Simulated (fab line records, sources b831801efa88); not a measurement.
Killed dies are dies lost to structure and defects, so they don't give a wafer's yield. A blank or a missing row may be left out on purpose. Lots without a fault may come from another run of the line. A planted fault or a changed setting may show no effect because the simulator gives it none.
fab line records | flow sky130
record lots=5 wafers=15 last_day=50
route steps=708 shown SONOS_ONO@177 GATE_OXIDE@187
lots that met no fault: from a run of the same line without faults
start_h: hours from the record's first day to the start of the lot's first wafer shown | wait_h: hours since the lot's step before | " the same as in the row above | L1.1+2: a row that stands for several wafers | - no value, or no start given | * or withheld: withheld | < > ~ a bound
route shown NAME@n: a module of which the file shows steps, and the number in the route of the first | usual: mean/standard deviation of fault-free wafers | same: alike in all rows | chamber/n: place in a boat | sites: the reading at each site | _std_site: their standard deviation | _edge_site: outer sites' mean less inner sites' | radius_mm: how far each site lies from the wafer's centre | mask NAME#n: copy n | behind: the tool/chamber that last shaped the wafer | hold: why the lot was held/for how many hours/how that ended | device: the transistor (n, p or np) that didn't switch | end of line: the same wafers' tests at the end of the route | a step without rows: its recipe alone | killed: dies lost to structure and defects at the first sort, not the wafer's yield | map: a wafer's dies, x killed, . not, _ none there
set.NAME: the setting as run; set.NAME@STEP: as run at that earlier step | model.NAME: the simulator's own value behind a step, which no gauge read
lots at some steps of the route; a table a step, a row a wafer
services: from which hour (start_h, from the record's first day; less than 0 if before it) a tool's chamber was out of use, for how many hours, and why
## steps
# step SKY_SONOS_ONO_SOFTBAKE_09
# recipe temp_c=90 time_s=60 resist=NOVOLAK
# columns lot.wafer tool chamber start_h wait_h
L079.3+4+5 litho_track-02 0 320.82 0.1
L082.2+3+6 litho_track-04 0 330.49 0.1
L086.1+5+6 litho_track-04 0 356.96 0.1
L088.1+2+3 litho_track-04 0 373.11 0.1
L096.1+2+4 litho_track-04 0 437.06 0.1
# step SKY_SONOS_ONO_EXPOSE_10
# recipe mask_id=ONOM target_cd_nm=410 na=0.6 source_shape=conventional sigma_outer=0.6 dose_mj=150
# usual focus_offset_nm=0.1/0.53
# same na=0.6
# columns lot.wafer tool chamber start_h wait_h mask focus_offset_nm
L079.3 iline_stepper-02 0 - - ONOM#0 0.6
L079.4 " 0 " " ONOM#0 0.2
L079.5 " 0 " " ONOM#0 -0.4
L082.2 iline_stepper-02 0 - - ONOM#0 0.2
L082.3 " 0 " " ONOM#0 0.7
L082.6 " 0 " " ONOM#0 -0.3
L086.1 iline_stepper-01 0 - - ONOM#0 0.4
L086.5 " 0 " " ONOM#0 0.5
L086.6 " 0 " " ONOM#0 0.0
L088.1 iline_stepper-02 0 - - ONOM#0 0.2
L088.2 " 0 " " ONOM#0 -0.3
L088.3 " 0 " " ONOM#0 0.4
L096.1 iline_stepper-01 0 - - ONOM#0 -0.7
L096.2 " 0 " " ONOM#0 -0.4
L096.4 " 0 " " ONOM#0 0.0
# step SKY_SONOS_ONO_PEB_11
# recipe temp_c=withheld time_s=* resist=NOVOLAK
# columns lot.wafer tool chamber start_h wait_h
L079.3+4+5 litho_track-02 0 - -
L082.2+3+6 litho_track-01 0 - -
L086.1+5+6 litho_track-01 0 - -
L088.1+2+3 litho_track-02 0 - -
L096.1+2+4 litho_track-02 0 - -
# step SKY_SONOS_ONO_DEVELOP_12
# recipe develop_time_s=60 dev_temp_c=23
# columns lot.wafer tool chamber start_h wait_h
L079.3+4+5 litho_track-02 0 334.02 0.1
L082.2+3+6 litho_track-01 0 343.18 0.1
L086.1+5+6 litho_track-01 0 369.80 0.1
L088.1+2+3 litho_track-02 0 387.37 0.1
L096.1+2+4 litho_track-02 0 452.67 0.1
# step SKY_SONOS_ONO_CD_MEAS_13
# recipe target_cd_nm=410
# usual cd_nm=410.1/2.5
# columns lot.wafer tool chamber start_h wait_h cd_nm
L079.3 cd_sem-02 - 334.16 0.1 411.8
L079.4 " - " " 411.2
L079.5 " - " " 412.4
L082.2 cd_sem-02 - 343.32 0.1 410.7
L082.3 " - " " 410.7
L082.6 " - " " 410.7
L086.1 cd_sem-01 - 369.95 0.1 409.0
L086.5 " - " " 407.8
L086.6 " - " " 406.7
L088.1 cd_sem-01 - 387.52 0.1 409.7
L088.2 " - " " 412.3
L088.3 " - " " 413.7
L096.1 cd_sem-02 - 452.84 0.1 409.5
L096.2 " - " " 408.3
L096.4 " - " " 407.8
# step SKY_SONOS_ONO_OVL_MEAS_14
# usual SONOS_ONO_OVL=0.3/1.4
# columns lot.wafer tool chamber start_h wait_h SONOS_ONO_OVL[nm]
L079.3 overlay-02 - 334.26 0.1 0.4
L079.4 " - " " 0.6
L079.5 " - " " -2.3
L082.2 overlay-02 - 343.43 0.1 -0.4
L082.3 " - " " 1.2
L082.6 " - " " 0.6
L086.1 overlay-02 - 370.07 0.1 -0.6
L086.5 " - " " 0.0
L086.6 " - " " -0.3
L088.1 overlay-02 - 387.64 0.1 -0.3
L088.2 " - " " 1.4
L088.3 " - " " -0.6
L096.1 overlay-01 - 452.96 0.1 1.1
L096.2 " - " " 0.8
L096.4 " - " " 2.7
# step SKY_SONOS_ONO_ETCH_15
# recipe target_depth_nm=19.52 chemistry=CHF3/O2 source_w=600 bias_w=200 pressure_mtorr=40 chf3_flow_sccm=50 O2_flow_sccm=5 time_s=7.8
# usual drypump_motor_current_A=5.8/0.47 oes_product_au=0.998/0.01 throttle_valve_pct=8.825/0.0089
# columns lot.wafer tool chamber start_h wait_h drypump_motor_current_A oes_product_au rf_hours_counter_h throttle_valve_pct
L079.3 rie_diel-03 0 334.28 0.0 5.7 0.992 110 8.830
L079.4 " 1 " " 6.3 0.994 98 8.820
L079.5 " 1 " " 6.3 1.008 - 8.833
L082.2 rie_diel-03 0 343.46 0.0 5.7 0.991 110 8.811
L082.3 " 2 " " 6.0 0.986 6 8.830
L082.6 " 1 " " 6.3 1.009 - 8.826
L086.1 rie_diel-03 2 370.11 0.0 6.0 0.975 7 8.837
L086.5 " 3 " " 5.9 1.009 - 8.829
L086.6 " 2 " " 6.0 0.981 - 8.827
L088.1 rie_diel-01 1 387.68 0.0 6.0 1.004 46 8.821
L088.2 " 0 " " 6.5 0.993 26 8.831
L088.3 " 3 " " 5.1 0.994 18 8.835
L096.1 rie_diel-03 1 453.00 0.0 6.3 1.001 101 8.826
L096.2 " 2 " " 6.0 0.981 9 8.814
L096.4 " 0 " " 5.7 1.006 1 8.837
# step SKY_SONOS_ONO_WET_ETCH_16
# recipe chemistry=dHF target_depth_nm=14 dry=n2_spin target=SiO2 dilution=100:1 temp_c=25 time_s=280
# columns lot.wafer tool chamber start_h wait_h
L079.3+4+5 wet_bench-01 2 334.30 0.0
L082.2+3+6 wet_bench-01 1 343.48 0.0
L086.1+5+6 wet_bench-03 0 370.13 0.0
L088.1+2+3 wet_bench-01 1 387.70 0.0
L096.1+2+4 wet_bench-04 3 453.02 0.0
# step SKY_SONOS_ONO_STRIP_17
# recipe chemistry=O2/N2 power_w=1400 pressure_mtorr=1500 platen_temp_c=withheld o2_flow_sccm=3000 n2_flow_sccm=300 overash_fraction=0.5
# usual drypump_motor_current_A=5.8/0.45 oes_product_au=0.710/0.0047 strip_time_to_endpoint_s=14.11/0.049
# columns lot.wafer tool chamber start_h wait_h drypump_motor_current_A oes_product_au rf_hours_counter_h strip_time_to_endpoint_s
L079.3 plasma_asher-03 1 334.42 0.0 5.8 0.709 - 14.12
L079.4 " 0 " " 6.1 0.708 - 14.10
L079.5 " 0 " " 6.1 0.701 - 14.05
L082.2 plasma_asher-03 0 343.56 0.0 6.1 0.717 62 14.16
L082.3 " 1 " " 5.8 0.707 - 14.18
L082.6 " 0 " " 6.1 0.715 - 14.21
L086.1 plasma_asher-01 0 370.21 0.0 6.0 0.716 26 14.10
L086.5 " 0 " " 6.0 0.712 - 14.02
L086.6 " 1 " " 5.3 0.712 - 14.02
L088.1 plasma_asher-01 0 387.79 0.0 6.0 0.714 28 14.04
L088.2 " 1 " " 5.3 0.710 28 14.05
L088.3 " 0 " " 6.0 0.716 - 14.04
L096.1 plasma_asher-01 1 453.10 0.0 5.3 0.718 35 14.11
L096.2 " 0 " " 6.0 0.704 35 14.15
L096.4 " 0 " " 6.0 0.715 - 14.10
# step SKY_SONOS_ONO_WET_ETCH_18
# recipe chemistry=H3PO4 target_depth_nm=15 target=Si3N4 temp_c=160 time_s=172
# columns lot.wafer tool chamber start_h wait_h
L079.3+4+5 wet_bench-04 0 334.49 0.0
L082.2+3+6 wet_bench-04 0 343.66 0.1
L086.1+5+6 wet_bench-04 2 370.31 0.1
L088.1+2+3 wet_bench-04 3 387.89 0.1
L096.1+2+4 wet_bench-03 1 453.20 0.1
# step SKY_GATE_OXIDE_CLEAN_00
# recipe chemistry=SC1/SC2 mix=1:4:20 temp_c=70 time_s=150 dry=n2_spin
# columns lot.wafer tool chamber start_h wait_h
L079.3+4+5 wet_bench-04 1 334.55 0.0
L082.2+3+6 wet_bench-03 3 343.72 0.0
L086.1+5+6 wet_bench-03 0 370.37 0.0
L088.1+2+3 wet_bench-03 0 387.95 0.0
L096.1+2+4 wet_bench-01 0 453.26 0.0
# step SKY_GATE_OXIDE_OXIDATION_01
# recipe temp_c=900 ambient=O2 stabilise_s=600 purge_s=300 target_thk_a=102.68 ox_time_s=1473
# usual zone_power_bottom_pct=27.1/1.1 zone_power_centre_pct=20.68/0.21
# columns lot.wafer tool chamber start_h wait_h zone_power_bottom_pct zone_power_centre_pct
L079.3 furnace-02 0 338.38 3.8 28.0 20.79
L079.4 " 0 " " 27.8 20.79
L079.5 " 0 " " 27.7 20.75
L082.2 furnace-02 0 346.75 3.0 27.7 20.52
L082.3 " 0 " " 28.0 20.93
L082.6 " 0 " " 27.7 21.14
L086.1 furnace-02 0 370.91 0.5 27.3 20.64
L086.5 " 0 " " 27.6 20.54
L086.6 " 0 " " 28.0 20.47
L088.1 furnace-01 0 388.85 0.9 25.4 20.64
L088.2 " 0 " " 25.6 20.58
L088.3 " 0 " " 25.5 20.64
L096.1 furnace-02 0 455.61 2.3 27.6 20.70
L096.2 " 0 " " 27.6 20.67
L096.4 " 0 " " 27.8 20.53
# step SKY_GATE_OXIDE_THK_MEAS_02
# recipe reads=SiO2_of_GATE_OXIDE_OXIDATION_01
# usual GATE_OXIDE_OXIDATION_00_THK=10.25/0.18
# columns lot.wafer tool chamber start_h wait_h GATE_OXIDE_OXIDATION_00_THK[nm]
L079.3 film_metro-02 - 339.81 0.0 10.25
L079.4 " - " " 10.20
L079.5 " - " " 10.49
L082.2 film_metro-03 - 348.17 0.0 10.21
L082.3 " - " " 10.20
L082.6 " - " " 10.29
L086.1 film_metro-02 - 372.31 0.0 10.05
L086.5 " - " " 9.99
L086.6 " - " " 10.21
L088.1 film_metro-02 - 390.26 0.0 10.19
L088.2 " - " " 10.23
L088.3 " - " " 10.09
L096.1 film_metro-02 - 457.02 0.0 10.06
L096.2 " - " " 10.04
L096.4 " - " " 10.08
# step SKY_GATE_OXIDE_DEHYDRATE_03
# recipe temp_c=200 time_s=60
# columns lot.wafer tool chamber start_h wait_h
L079.3+4+5 litho_track-01 0 351.80 12.0
L082.2+3+6 litho_track-01 0 360.83 12.6
L086.1+5+6 litho_track-03 0 385.87 13.5
L088.1+2+3 litho_track-04 0 403.16 12.9
L096.1+2+4 litho_track-01 0 471.35 14.3
# step SKY_GATE_OXIDE_HMDS_04
# recipe prime_time_s=60 prime_temp_c=120
# columns lot.wafer tool chamber start_h wait_h
L079.3+4+5 litho_track-01 0 351.95 0.1
L082.2+3+6 litho_track-01 0 360.98 0.1
L086.1+5+6 litho_track-03 0 386.02 0.1
L088.1+2+3 litho_track-04 0 403.31 0.1
L096.1+2+4 litho_track-01 0 471.50 0.1
# step SKY_GATE_OXIDE_COAT_05
# recipe resist=NOVOLAK spin_rpm=3000 resist_thk_nm=1140
# columns lot.wafer tool chamber start_h wait_h
L079.3+4+5 litho_track-01 0 352.10 0.1
L082.2+3+6 litho_track-01 0 361.13 0.1
L086.1+5+6 litho_track-03 0 386.17 0.1
L088.1+2+3 litho_track-04 0 403.46 0.1
L096.1+2+4 litho_track-01 0 471.65 0.1
# step SKY_GATE_OXIDE_SOFTBAKE_06
# recipe temp_c=90 time_s=60 resist=NOVOLAK
# columns lot.wafer tool chamber start_h wait_h
L079.3+4+5 litho_track-01 0 352.25 0.1
L082.2+3+6 litho_track-01 0 361.28 0.1
L086.1+5+6 litho_track-03 0 386.32 0.1
L088.1+2+3 litho_track-04 0 403.61 0.1
L096.1+2+4 litho_track-01 0 471.80 0.1
# step SKY_GATE_OXIDE_EXPOSE_07
# recipe mask_id=LVOM na=0.6 source_shape=conventional sigma_outer=0.6 polarization=unpolarized target_cd_nm=600 dose_mj=170
# usual focus_offset_nm=0.0/0.54
# same na=0.6
# columns lot.wafer tool chamber start_h wait_h mask focus_offset_nm
L079.3 iline_stepper-02 0 - - LVOM#0 -0.4
L079.4 " 0 " " LVOM#0 0.7
L079.5 " 0 " " LVOM#0 0.0
L082.2 iline_stepper-02 0 - - LVOM#0 0.4
L082.3 " 0 " " LVOM#0 1.0
L082.6 " 0 " " LVOM#0 0.1
L086.1 iline_stepper-02 0 - - LVOM#0 0.6
L086.5 " 0 " " LVOM#0 0.5
L086.6 " 0 " " LVOM#0 0.3
L088.1 iline_stepper-02 0 - - LVOM#0 -0.5
L088.2 " 0 " " LVOM#0 -0.4
L088.3 " 0 " " LVOM#0 0.3
L096.1 iline_stepper-02 0 - - LVOM#0 -0.1
L096.2 " 0 " " LVOM#0 0.3
L096.4 " 0 " " LVOM#0 0.7
## services
# columns tool chamber start_h hours kind
rie_diel-01 - 298.72 0.2 repair
litho_track-02 - 309.27 - consumable_replace:filter
plasma_asher-01 - 310.17 1.4 repair
rie_diel-01 3 317.99 2.9 repair
litho_track-02 - 330.72 - consumable_replace:filter
furnace-02 - 332.07 3.5 pm
plasma_asher-03 - 339.92 1.3 repair
iline_stepper-02 0 340.18 - calibration
rie_diel-01 - 343.51 4.0 pm
furnace-02 - 350.83 3.3 pm
plasma_asher-01 - 357.12 2.0 repair
plasma_asher-01 - 365.28 0.6 repair
plasma_asher-03 - 387.40 5.2 repair
rie_diel-03 0 398.40 - clean
rie_diel-03 0 398.40 14.4 scheduled_down
rie_diel-03 0 398.40 14.4 vent_cycle
furnace-01 - 405.08 3.2 pm
iline_stepper-01 - 414.76 11.5 repair
furnace-01 - 414.98 4.3 pm
iline_stepper-02 - 430.04 8.9 repair
rie_diel-03 1 459.65 - clean
rie_diel-03 1 459.65 15.2 scheduled_down
iline_stepper-01 - 463.11 14.6 repair
plasma_asher-03 - 464.08 0.7 repair
## key
fault none
